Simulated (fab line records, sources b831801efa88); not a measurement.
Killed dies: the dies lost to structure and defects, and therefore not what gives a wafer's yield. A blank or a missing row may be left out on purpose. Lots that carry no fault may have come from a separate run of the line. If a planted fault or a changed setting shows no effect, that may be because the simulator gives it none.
Which of the tools did it? || flow gf180mcu || 7 lots (20 wafers sampled), 1 step of a 602-step route

WHAT THE GAUGES READ, wafer by wafer
GF_MVSD_TW_MEAS_11.
{"lot": "L425", "measured": "day 4 18:56", "on": "film-metro-04", "MVSD_TW": "1601 1604 1595"}
{"lot": "L427", "measured": "day 5 14:31", "on": "film-metro-01", "MVSD_TW": "1565 1571 1569"}
{"lot": "L437", "measured": "day 7 18:09", "on": "film-metro-04", "MVSD_TW": "1600 1602"}
{"lot": "L440", "measured": "day 8 14:43", "on": "film-metro-01", "MVSD_TW": "1578 1578 1576"}
{"lot": "L442", "measured": "day 9 11:51", "on": "film-metro-02", "MVSD_TW": "1591 1592 1599"}
{"lot": "L444", "measured": "day 9 16:57", "on": "film-metro-04", "MVSD_TW": "1603 1582 1588"}
{"lot": "L446", "measured": "day 10 05:36", "on": "film-metro-01", "MVSD_TW": "1573 1577 1576"}

TOOL THAT RAN EACH LOT (tool first, then ch and the chambers of the sampled wafers, then the start)
No process step before these readings appears in the record.

THE ANSWER, worked out from the rows above alone
Rule: what is usual is taken from the lots themselves. Put in order of their means at a reading, lots are off if they are a third of the lots or fewer, leave a main group of 4 or more, and stand apart from it by a gap of 3 or more times the standard deviation of the main group's means; of several such gaps the widest counts. A main group is skipped when, at the precision printed for the reading in the tables above, its means are all equal. Also off: a lot with no number at a reading for which 4 or more lots have one. The other lots that the step has rows for count as sound.
No lot is off at any reading shown: from this, nothing can be told.

WHAT THE SIMULATOR PUT IN
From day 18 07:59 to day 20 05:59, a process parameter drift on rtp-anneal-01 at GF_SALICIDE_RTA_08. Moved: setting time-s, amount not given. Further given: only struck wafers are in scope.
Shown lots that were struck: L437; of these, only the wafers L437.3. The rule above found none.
